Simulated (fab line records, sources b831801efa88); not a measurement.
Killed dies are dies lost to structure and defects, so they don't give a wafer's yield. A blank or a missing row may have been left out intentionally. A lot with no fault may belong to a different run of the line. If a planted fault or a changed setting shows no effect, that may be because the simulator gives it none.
One fault seen from 2 desks | flow gf180mcu | every desk sees just its own numbers, and what lay behind them comes last

## FROM THE METROLOGY DESK
What the gauges read for every lot (on any tool): the sampled wafers with a number, averaged. The brackets show how far a lot's mean lies from the usual mean; more than 4 standard deviations puts the lot out of limits, marked OUT.
Columns: A = M2_ALCU_RS at GF_M2_RS_MEAS_05, usual 0.0674 ohm/sq; B = M2_ALCU_THK at GF_M2_THK_MEAS_06, usual 476 nm; C = cd_nm at GF_M2_CD_MEAS_14, usual 280.0 nm
lot  | first seen here | A                | B             | C
L317 | day 18 07:39    | 0.0672           | 476           | 280.7
L318 | day 18 15:31    | 0.0682           | 470           | 279.5
L321 | day 20 06:58    | 0.0680           | 472           | 277.7
L325 | day 21 13:55    | 0.0670           | 477           | 280.6
L327 | day 22 07:12    | 0.0806 (+21) OUT | 415 (-12) OUT | 278.6
L328 | day 22 17:26    | 0.0924 (+40) OUT | 364 (-23) OUT | 280.0
L335 | day 25 03:18    | 0.0678           | 476           | 281.0
L336 | day 25 12:05    | 0.0677           | 479           | 279.7
L337 | day 25 18:25    | 0.0683           | 471           | 280.2
L338 | day 25 22:01    | 0.0667           | 485           | 280.4
L339 | day 26 06:50    | 0.0668           | 480           | 278.3
Finding of this desk: L327, L328 out of limits, first seen on L327 at day 22 07:12 (M2_ALCU_RS at GF_M2_RS_MEAS_05). L317, L318, L321, L325, L335, L336, L337, L338, L339 stayed within limits.

## AT THE TOOL OWNER'S DESK: pvd_sputter-02
The tool's own readings at GF_M2_SPUTTER_02 (material AlCu, target thk 450 nm, time 24.61 s): means of the sampled wafers that have a number, for each lot that ran on this tool. The brackets show how far a lot's mean lies from the usual mean; more than 4 standard deviations puts the lot out of limits, marked OUT.
Columns: A = throttle_valve_pct at GF_M2_SPUTTER_02, usual 30.4 %
lot  | first seen here | A
L325 | day 21 13:50    | 30.1
L327 | day 22 07:07    | 30.0
L328 | day 22 17:20    | 30.3
L335 | day 25 03:13    | 30.0
L339 | day 26 06:44    | 30.0
Finding of this desk: none of the 5 lots has anything out of limits.

## TAKEN TOGETHER
At day 22 07:12 the metrology desk could have sounded an alarm, on L327, L328.
Nothing out of limits was seen by the tool owner's desk.
Tool owner's desk: L327, L328 on record, inside its limits.
Every lot named ran GF_M2_SPUTTER_02 on pvd_sputter-02.

## WHAT THE SIMULATOR PUT IN
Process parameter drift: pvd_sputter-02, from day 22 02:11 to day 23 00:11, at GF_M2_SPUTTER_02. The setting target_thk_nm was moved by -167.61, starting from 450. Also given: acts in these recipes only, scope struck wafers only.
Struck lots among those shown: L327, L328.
Delay in hours, fault start to first out-of-limits reading, per desk: metrology desk 5.
